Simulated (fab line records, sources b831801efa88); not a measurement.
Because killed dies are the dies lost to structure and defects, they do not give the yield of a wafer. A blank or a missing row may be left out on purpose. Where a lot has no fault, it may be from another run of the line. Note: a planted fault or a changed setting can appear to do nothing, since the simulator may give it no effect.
fab line records	flow sky130
[record] lots = 6	wafers = 18	last_day = 50
route steps=708 shown METAL4@637 VIA4@639 PAD_OPEN@708
lots with no fault: from the same line, run without faults
start_h: start of the lot's first displayed wafer, in hours after the record's first day	wait_h: how many hours have passed since the lot's step before this one	" unchanged from the row above	L1.1+2: a row that stands for several wafers	- no value, or no start given	* or withheld: withheld	< > ~ a bound
route shown NAME@n: a module of which the file shows steps, and the number in the route of the first	usual: the fault-free wafers' mean and standard deviation	same: alike in all rows	chamber/n: place in a boat	sites: per-site readings	_std_site: their standard deviation	_edge_site: outer sites' mean less inner sites'	radius_mm: for every site, how far away it sits from the centre of the wafer	mask NAME#n: copy n	behind: the last tool/chamber to shape the wafer	hold: reason for holding the lot/hours on hold/outcome of the hold	device: whichever transistor did not switch (one of n, p or np)	end of line: tests run on the same wafers once the route is complete	where a step has no rows: the recipe by itself	killed: not the wafer's yield, but the dies lost to structure and defects at the first sort	map: dies across one wafer; x = killed, . = not, _ = none there
set.NAME: setting as actually run; set.NAME@STEP: the setting as run at that earlier step	model.NAME: the simulator's own value behind a step, which no gauge read
certain route steps with their lots: each step a table, each wafer a row
services: from which hour (start_h, from the record's first day; less than 0 if before it) a tool's chamber was out of use, for how many hours, and why
[[steps]]
[step SKY_METAL4_CLEAN_21]
[recipe] chemistry = IPA	time_s = 180	temp_c = 25
[step SKY_METAL4_CLEAN_22]
[recipe] chemistry = O3/DIW	dry = n2_spin
[step SKY_VIA4_HDPCVD_00]
[recipe] material = SiO2	target_thk_nm = 1750	sigma_open_frac = 0.3	time_s = 291.7	temp_c = 400	sih4_flow_sccm = 60	pressure_mtorr = 6
[step SKY_VIA4_THK_MEAS_01]
[recipe] reads = SiO2_of_VIA4_HDPCVD_00
[usual] VIA4_HDPCVD_THK = 1752/16
lot.wafer	tool	chamber	start_h	wait_h	VIA4_HDPCVD_THK[nm]
L455.1	film_metro-02	-	982.43	0.1	1773
L455.3	"	-	"	"	1767
L455.5	"	-	"	"	1766
L468.1	film_metro-02	-	1066.55	0.1	1751
L468.3	"	-	"	"	1737
L468.5	"	-	"	"	1744
L471.1	film_metro-01	-	1089.78	0.1	1740
L471.5	"	-	"	"	1765
L471.6	"	-	"	"	1757
L475.1	film_metro-01	-	1110.36	0.1	1752
L475.3	"	-	"	"	1752
L475.4	"	-	"	"	1754
L476.1	film_metro-02	-	1119.80	0.1	1763
L476.2	"	-	"	"	1753
L476.6	"	-	"	"	1751
L478.1	film_metro-03	-	1127.65	0.1	1781
L478.3	"	-	"	"	1761
L478.4	"	-	"	"	1774
[step SKY_VIA4_CMP_02]
[recipe] material = SiO2	down_force_psi = 4	platen_rpm = 60	pad_velocity_m_s = 0.94248
[usual] head_pressure_psi = 4.000/0.0091	motor_current_A = 12.6/1.2
lot.wafer	tool	chamber	start_h	wait_h	head_pressure_psi	motor_current_A
L455.3	cmp-02	2	982.54	0.1	3.989	14.3
L455.1	"	0	"	"	4.003	12.8
L455.5	"	2	"	"	4.007	14.2
L468.3	cmp-01	1	1066.61	0.0	4.000	12.0
L468.1	"	3	"	"	3.992	10.9
L468.5	"	1	"	"	4.007	11.4
L471.1	cmp-01	2	1090.09	0.3	3.995	11.2
L471.5	"	2	"	"	3.988	11.3
L471.6	"	3	"	"	4.000	11.3
L475.3	cmp-02	1	1110.47	0.1	3.999	12.3
L475.4	"	2	"	"	4.009	14.7
L475.1	"	3	"	"	4.002	12.0
L476.2	cmp-01	0	1119.91	0.1	3.992	14.4
L476.1	"	1	"	"	4.009	11.9
L476.6	"	3	"	"	3.993	11.4
L478.1	cmp-02	3	1127.71	0.1	4.006	12.3
L478.4	"	0	"	"	3.998	13.2
L478.3	"	2	"	"	3.986	14.2
[step SKY_VIA4_BOW_MEAS_03]
[recipe] mode = bow
[usual] VIA4_BOW = 78/7.8
lot.wafer	tool	chamber	start_h	wait_h	VIA4_BOW[um]
L455.1	film_metro-02	-	982.79	0.1	71
L455.3	"	-	"	"	78
L455.5	"	-	"	"	78
L468.1	film_metro-01	-	1066.91	0.1	68
L468.3	"	-	"	"	79
L468.5	"	-	"	"	86
L471.1	film_metro-03	-	1090.41	0.3	79
L471.5	"	-	"	"	78
L471.6	"	-	"	"	76
L475.1	film_metro-01	-	1110.72	0.1	77
L475.3	"	-	"	"	76
L475.4	"	-	"	"	89
L476.1	film_metro-01	-	1120.16	0.1	95
L476.2	"	-	"	"	86
L476.6	"	-	"	"	76
L478.1	film_metro-03	-	1128.01	0.2	92
L478.3	"	-	"	"	71
L478.4	"	-	"	"	77
[step SKY_VIA4_DEHYDRATE_04]
[recipe] temp_c = 200	time_s = 60
[step SKY_VIA4_HMDS_05]
[recipe] prime_time_s = 60	prime_temp_c = 120
[step SKY_VIA4_COAT_06]
[recipe] resist = NOVOLAK	spin_rpm = 3000	resist_thk_nm = 1140
[step SKY_VIA4_SOFTBAKE_07]
[recipe] temp_c = 90	time_s = 60	resist = NOVOLAK
[step SKY_VIA4_EXPOSE_08]
[recipe] mask_id = VIM4	na = 0.6	source_shape = conventional	sigma_outer = 0.6	polarization = unpolarized	target_cd_nm = 800	dose_mj = 132
[step SKY_VIA4_PEB_09]
[recipe] temp_c = withheld	time_s = *	resist = NOVOLAK
[step SKY_VIA4_DEVELOP_10]
[recipe] resist = NOVOLAK	developer = TMAH	develop_time_s = 60	dev_temp_c = 23
lot.wafer	tool	chamber	start_h	wait_h
L455.1+3+5	litho_track-02	0	1005.93	0.1
L468.1+3+5	litho_track-01	0	1087.35	0.1
L471.1+5+6	litho_track-02	0	1109.93	0.1
L475.1+3+4	litho_track-03	0	1129.88	0.1
L476.1+2+6	litho_track-02	0	1138.73	0.1
L478.1+3+4	litho_track-03	0	1146.08	0.1
[step SKY_VIA4_OVL_MEAS_11]
[usual] VIA4_OVL = 0.0/1.7
lot.wafer	tool	chamber	start_h	wait_h	VIA4_OVL[nm]
L455.1	overlay-01	-	1006.08	0.1	-1.6
L455.3	"	-	"	"	-1.3
L455.5	"	-	"	"	-0.5
L468.1	overlay-02	-	1087.50	0.1	-1.7
L468.3	"	-	"	"	-0.8
L468.5	"	-	"	"	-0.5
L471.1	overlay-01	-	1110.08	0.1	1.9
L471.5	"	-	"	"	1.9
L471.6	"	-	"	"	-0.1
L475.1	overlay-02	-	1130.03	0.1	-0.1
L475.3	"	-	"	"	1.6
L475.4	"	-	"	"	-0.1
L476.1	overlay-02	-	1138.88	0.1	-0.3
L476.2	"	-	"	"	1.6
L476.6	"	-	"	"	0.9
L478.1	overlay-02	-	1146.23	0.1	-1.5
L478.3	"	-	"	"	-1.2
L478.4	"	-	"	"	-2.0
[step SKY_VIA4_ETCH_12]
[recipe] target = SiO2	chemistry = C4F8/O2/Ar	stop_on = TiN	mask_material = NOVOLAK	source_w = 1500	bias_w = 1200	pressure_mtorr = 40	c4f8_flow_sccm = withheld	O2_flow_sccm = 6	Ar_flow_sccm = 300	time_s = withheld	target_depth_a = 5800
[usual] bias_w = 1200/3.4	oes_product_au = 0.925/0.005
lot.wafer	tool	chamber	start_h	wait_h	bias_w	oes_product_au	model.VIA4.cd_nm
L455.1	rie_diel-04	1	1006.12	0.0	1195	0.924	797.2
L455.3	"	0	"	"	1197	0.924	800.3
L455.5	"	0	"	"	1195	0.934	801.4
L468.1	rie_diel-01	2	1087.53	0.0	1197	0.922	802.3
L468.3	"	0	"	"	1205	0.928	802.2
L468.5	"	1	"	"	1200	0.930	803.6
L471.1	rie_diel-02	0	1110.12	0.0	1202	0.928	777
L471.5	"	3	"	"	1199	0.927	776.5
L471.6	"	0	"	"	1200	0.921	776.6
L475.1	rie_diel-04	0	1130.06	0.0	1198	0.919	797.3
L475.3	"	1	"	"	1200	0.921	797.9
L475.4	"	3	"	"	1208	0.921	797.9
L476.1	rie_diel-04	3	1138.92	0.0	1201	0.931	773.5
L476.2	"	1	"	"	1194	0.925	773.8
L476.6	"	1	"	"	1200	0.927	774.1
L478.1	rie_diel-04	1	1146.26	0.0	1196	0.916	803.7
L478.3	"	3	"	"	1197	0.928	802.2
L478.4	"	0	"	"	1198	0.940	804
[step SKY_VIA4_STRIP_13]
[recipe] chemistry = O2/N2	power_w = 1400	pressure_mtorr = 1500	platen_temp_c = withheld	o2_flow_sccm = 3000	n2_flow_sccm = 300	overash_fraction = 0.5
[usual] drypump_motor_current_A = 5.8/0.41	oes_product_au = 0.709/0.0045	strip_time_to_endpoint_s = 12.805/0.028
lot.wafer	tool	chamber	start_h	wait_h	drypump_motor_current_A	oes_product_au	rf_hours_counter_h	strip_time_to_endpoint_s
L455.1	plasma_asher-01	0	1006.19	-	5.0	0.709	57	12.781
L455.3	"	1	"	"	5.9	0.713	-	12.848
L455.5	"	0	"	"	5.0	0.720	-	12.817
L468.1	plasma_asher-04	0	1087.60	-	6.2	0.699	2	12.818
L468.3	"	1	"	"	6.1	0.706	-	12.813
L468.5	"	0	"	"	6.2	0.708	-	12.803
L471.1	plasma_asher-04	0	1110.19	-	6.2	0.706	5	12.833
L471.5	"	0	"	"	6.2	0.713	-	12.837
L471.6	"	1	"	"	6.1	0.700	-	12.846
L475.1	plasma_asher-01	0	1130.14	-	5.1	0.712	71	12.823
L475.3	"	0	"	"	5.1	0.716	-	12.778
L475.4	"	1	"	"	5.9	0.707	-	12.797
L476.1	plasma_asher-04	1	1138.99	-	6.1	0.705	8	12.840
L476.2	"	0	"	"	6.2	0.714	8	12.823
L476.6	"	1	"	"	6.1	0.709	-	12.798
L478.1	plasma_asher-01	0	1146.34	-	5.0	0.706	73	12.794
L478.3	"	0	"	"	5.0	0.707	-	12.812
L478.4	"	1	"	"	5.9	0.708	-	12.799
[step SKY_PAD_OPEN_PROBE_99]
[usual] defect_limited_yield = 82.4/1.8	killed_at_M0_to_M3 = 44/7.2	killed_at_M4_up = 3.5/1.8	killed_at_contacts = 25/5.1	killed_at_front_end = 14/4.4	killed_at_other = 0.4/0.58	killed_dies = 87/9.1	killed_open = 48/6.9	killed_short = 38/6.3	sort_bin_3_pad_short = 0.9/0.43	sort_bin_5_function = 10.5/1.5	sort_bin_6_memory = 6.3/1.1	sort_n_pass = 405/9.1	sort_yield_pct = 82.4/1.8
[same] gross_dies = 492	killed_at_back_side = 0	sort_bin_4_leakage[%] = 0	sort_bin_8_speed[%] = 0
lot.wafer	tool	chamber	start_h	wait_h	defect_limited_yield[%]	killed_at_M0_to_M3	killed_at_M4_up	killed_at_contacts	killed_at_front_end	killed_at_other	killed_dies	killed_open	killed_short	sort_bin_3_pad_short[%]	sort_bin_5_function[%]	sort_bin_6_memory[%]	sort_n_pass	sort_yield_pct[%]	model.etest.via4_chain.rc_ohm
L455.1	prober-02	-	1077.20	0.1	83.1	40	5	24	14	0	83	56	27	0	8.7	8.1	409	83.1	0.7962
L455.3	prober-02	-	1077.30	0.2	78.9	59	1	32	11	1	104	58	46	1.0	12.6	7.5	388	78.9	0.7741
L455.5	prober-02	-	1077.40	0.2	87.6	33	1	23	4	0	61	34	27	1.2	7.3	3.9	431	87.6	0.8051
L468.1	prober-02	-	1150.80	0.1	86.0	38	1	18	12	0	69	38	31	0.8	8.7	4.5	423	86.0	0.7919
L468.3	prober-02	-	1150.90	0.2	82.3	45	3	20	19	0	87	55	31	1.0	12.2	4.5	405	82.3	0.7947
L468.5	prober-02	-	1151.00	0.2	85.0	46	1	15	12	0	74	50	24	0	10.0	5.1	418	85.0	0.8012
L471.1	prober-01	-	1169.45	0.1	79.7	57	2	21	20	0	100	52	48	1.2	12.8	6.3	392	79.7	0.8478
L471.5	prober-01	-	1169.65	0.2	80.7	43	5	27	20	0	95	50	45	1.2	10.0	8.1	397	80.7	0.842
L471.6	prober-01	-	1169.70	0.2	82.1	45	5	19	19	0	88	38	50	1.4	9.8	6.7	404	82.1	0.83
L475.1	prober-01	-	1187.65	0.1	82.9	43	2	18	19	2	84	38	45	1.0	9.8	6.3	408	82.9	0.8016
L475.3	prober-01	-	1187.75	0.2	82.1	38	5	29	16	0	88	54	33	1.8	11.6	4.5	404	82.1	0.8017
L475.4	prober-01	-	1187.80	0.2	82.5	47	4	25	10	0	86	47	39	0.8	10.4	6.3	406	82.5	0.7912
L476.1	prober-02	-	1194.65	0.1	83.5	45	3	22	11	0	81	45	36	0.8	9.3	6.3	411	83.5	0.8471
L476.2	prober-02	-	1194.70	0.1	82.9	46	4	24	10	0	84	53	31	0.8	9.6	6.7	408	82.9	0.826
L476.6	prober-02	-	1194.90	0.2	84.3	24	6	27	18	2	77	46	31	1.0	8.5	6.1	415	84.3	0.8365
L478.1	prober-02	-	1200.66	0.1	79.1	55	3	26	19	0	103	58	45	0.8	11.6	8.5	389	79.1	0.8076
L478.3	prober-02	-	1200.76	0.2	80.7	37	6	32	20	0	95	60	35	0.6	11.6	7.1	397	80.7	0.8118
L478.4	prober-02	-	1200.81	0.2	81.7	53	3	23	11	0	90	52	38	0.6	9.8	7.9	402	81.7	0.7864
// killed by level:class
L455.1 VIA1:geometric_particle:open=11 LI_CONTACT:geometric_particle:open=10 VIA3:geometric_particle:open=10 CONTACT:geometric_particle:open=8 VIA2:geometric_particle:open=8 VIA1:geometric_particle:short=4 FIELD_ISO:geometric_particle:short=3 POLY_GATE:geometric_particle:short=3
L455.3 VIA1:geometric_particle:open=14 CONTACT:geometric_particle:open=13 LI_CONTACT:geometric_particle:open=10 METAL2:geometric_particle:short=7 VIA2:geometric_particle:open=6 CONTACT:geometric_particle:short=6 VIA1:geometric_particle:short=6 VIA3:geometric_particle:open=6
L455.5 VIA1:geometric_particle:open=8 LI_CONTACT:geometric_particle:open=7 VIA3:geometric_particle:open=7 LOCAL_INTERCONNECT:geometric_particle:short=6 METAL1:geometric_particle:short=5 LI_CONTACT:geometric_particle:short=3 LOCAL_INTERCONNECT:geometric_particle:open=3 CONTACT:geometric_particle:short=3
L468.1 CONTACT:geometric_particle:open=10 METAL2:geometric_particle:short=7 VIA1:geometric_particle:open=7 FIELD_ISO:geometric_particle:short=5 LI_CONTACT:geometric_particle:open=5 VIA1:geometric_particle:short=5 FIELD_ISO:geometric_particle:open=4 METAL1:geometric_particle:short=4
L468.3 VIA1:geometric_particle:open=10 CONTACT:geometric_particle:open=10 VIA3:geometric_particle:open=9 FIELD_ISO:geometric_particle:short=7 VIA2:geometric_particle:open=7 METAL2:geometric_particle:short=6 FIELD_ISO:geometric_particle:open=5 LI_CONTACT:geometric_particle:open=4
L468.5 VIA1:geometric_particle:open=12 CONTACT:geometric_particle:open=8 VIA2:geometric_particle:open=6 LI_CONTACT:geometric_particle:open=5 VIA3:geometric_particle:short=5 POLY_GATE:geometric_particle:open=4 METAL1:geometric_particle:short=4 VIA2:geometric_particle:short=4
L471.1 VIA1:geometric_particle:open=14 CONTACT:geometric_particle:open=9 METAL2:geometric_particle:short=7 VIA2:geometric_particle:open=7 FIELD_ISO:geometric_particle:short=5 METAL3:geometric_particle:short=5 POLY_GATE:geometric_particle:short=5 LI_CONTACT:geometric_particle:open=5
L471.5 CONTACT:geometric_particle:open=12 VIA1:geometric_particle:open=12 METAL2:geometric_particle:short=8 FIELD_ISO:geometric_particle:short=6 LI_CONTACT:geometric_particle:open=6 VIA1:geometric_particle:short=6 VIA2:geometric_particle:open=6 POLY_GATE:geometric_particle:open=5
L471.6 POLY_GATE:geometric_particle:short=7 VIA3:geometric_particle:open=7 VIA1:geometric_particle:open=7 CONTACT:geometric_particle:open=6 FIELD_ISO:geometric_particle:short=5 METAL1:geometric_particle:short=5 VIA2:geometric_particle:open=5 METAL3:geometric_particle:short=5
L475.1 FIELD_ISO:geometric_particle:short=7 CONTACT:geometric_particle:open=7 VIA2:geometric_particle:open=7 METAL1:geometric_particle:short=6 VIA1:geometric_particle:open=6 FIELD_ISO:geometric_particle:open=5 METAL2:geometric_particle:short=5 CONTACT:geometric_particle:short=4
L475.3 VIA1:geometric_particle:open=10 CONTACT:geometric_particle:open=9 LI_CONTACT:geometric_particle:open=9 VIA3:geometric_particle:open=6 METAL2:geometric_particle:short=5 VIA2:geometric_particle:open=5 FIELD_ISO:geometric_particle:short=4 LOCAL_INTERCONNECT:geometric_particle:short=4
L475.4 VIA3:geometric_particle:open=10 CONTACT:geometric_particle:open=9 VIA1:geometric_particle:short=7 VIA1:geometric_particle:open=7 VIA2:geometric_particle:open=7 FIELD_ISO:geometric_particle:short=5 LI_CONTACT:geometric_particle:open=5 METAL1:geometric_particle:short=5
L476.1 VIA1:geometric_particle:open=11 VIA2:geometric_particle:open=8 CONTACT:geometric_particle:open=8 METAL1:geometric_particle:short=8 LI_CONTACT:geometric_particle:open=7 VIA3:geometric_particle:open=5 METAL2:geometric_particle:short=4 VIA2:geometric_particle:short=4
L476.2 VIA1:geometric_particle:open=14 LI_CONTACT:geometric_particle:open=13 VIA1:geometric_particle:short=8 CONTACT:geometric_particle:open=7 METAL2:geometric_particle:short=6 VIA2:geometric_particle:open=5 VIA3:geometric_particle:open=5 FIELD_ISO:geometric_particle:short=4
L476.6 CONTACT:geometric_particle:open=10 FIELD_ISO:geometric_particle:short=9 LI_CONTACT:geometric_particle:open=8 VIA1:geometric_particle:open=5 VIA2:geometric_particle:open=5 CONTACT:geometric_particle:short=4 POLY_GATE:geometric_particle:open=3 METAL2:geometric_particle:short=3
L478.1 VIA1:geometric_particle:open=21 CONTACT:geometric_particle:open=9 CONTACT:geometric_particle:short=9 VIA2:geometric_particle:open=8 METAL2:geometric_particle:short=8 POLY_GATE:geometric_particle:short=7 VIA3:geometric_particle:open=6 POLY_GATE:geometric_particle:open=5
L478.3 VIA1:geometric_particle:open=12 CONTACT:geometric_particle:open=12 LI_CONTACT:geometric_particle:open=9 FIELD_ISO:geometric_particle:open=8 VIA2:geometric_particle:open=5 FIELD_ISO:geometric_particle:short=4 POLY_GATE:geometric_particle:open=4 VIA1:geometric_particle:short=4
L478.4 VIA1:geometric_particle:open=16 VIA2:geometric_particle:open=8 VIA3:geometric_particle:open=8 CONTACT:geometric_particle:short=6 CONTACT:geometric_particle:open=6 LI_CONTACT:geometric_particle:open=5 METAL2:geometric_particle:short=5 VIA2:geometric_particle:short=5
[[services]]
tool	chamber	start_h	hours	kind
rie_diel-04	3	960.73	11.2	repair
cmp-01	-	967.69	0.7	repair
cmp-02	-	971.85	2.5	repair
litho_track-02	-	986.00	-	consumable_replace:filter
rie_diel-04	2	998.71	12.8	repair
cmp-02	-	999.34	0.9	repair
rie_diel-04	-	1011.29	0.9	repair
plasma_asher-04	-	1013.99	21.8	repair
cmp-01	-	1028.15	6.8	pm
cmp-02	-	1035.08	5.7	pm
rie_diel-02	-	1039.33	0.6	repair
cmp-02	-	1041.41	0.3	repair
rie_diel-02	3	1049.67	6.0	repair
rie_diel-01	2	1050.09	15.1	repair
plasma_asher-04	-	1055.25	9.0	pm
rie_diel-02	2	1055.51	132.0	repair
rie_diel-01	-	1056.81	0.7	repair
rie_diel-02	1	1057.29	6.6	repair
rie_diel-01	2	1067.18	4.9	repair
rie_diel-01	0	1068.83	3.0	repair
rie_diel-04	0	1074.72	2.0	repair
cmp-02	-	1087.81	4.0	pm
rie_diel-04	2	1094.67	14.6	repair
rie_diel-01	-	1123.23	4.0	pm
[[key]]
first_sign none at tools or gauges
[model_effect] step = SKY_VIA4_ETCH_12	value = VIA4.cd_nm	without = 796.9	struck = 775.3
[model_effect] step = SKY_PAD_OPEN_PROBE_99	value = etest.via4_chain.rc_ohm	without = 0.8027	struck = 0.8382
met_at SKY_VIA4_DEVELOP_10
struck_wafers L471.1,L471.5,L471.6,L476.1,L476.2,L476.6
onset_between 1005.93 1109.93
also_fits SKY_VIA4_CMP_02:cmp-01
[fault] kind = process_parameter_drift	tool = litho_track-02	chamber = -	onset_h = 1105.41	steps = SKY_VIA4_DEVELOP_10	channel = develop_time_s	offset = *	shape = step	end_h = 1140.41	acts_in = *	stated = *
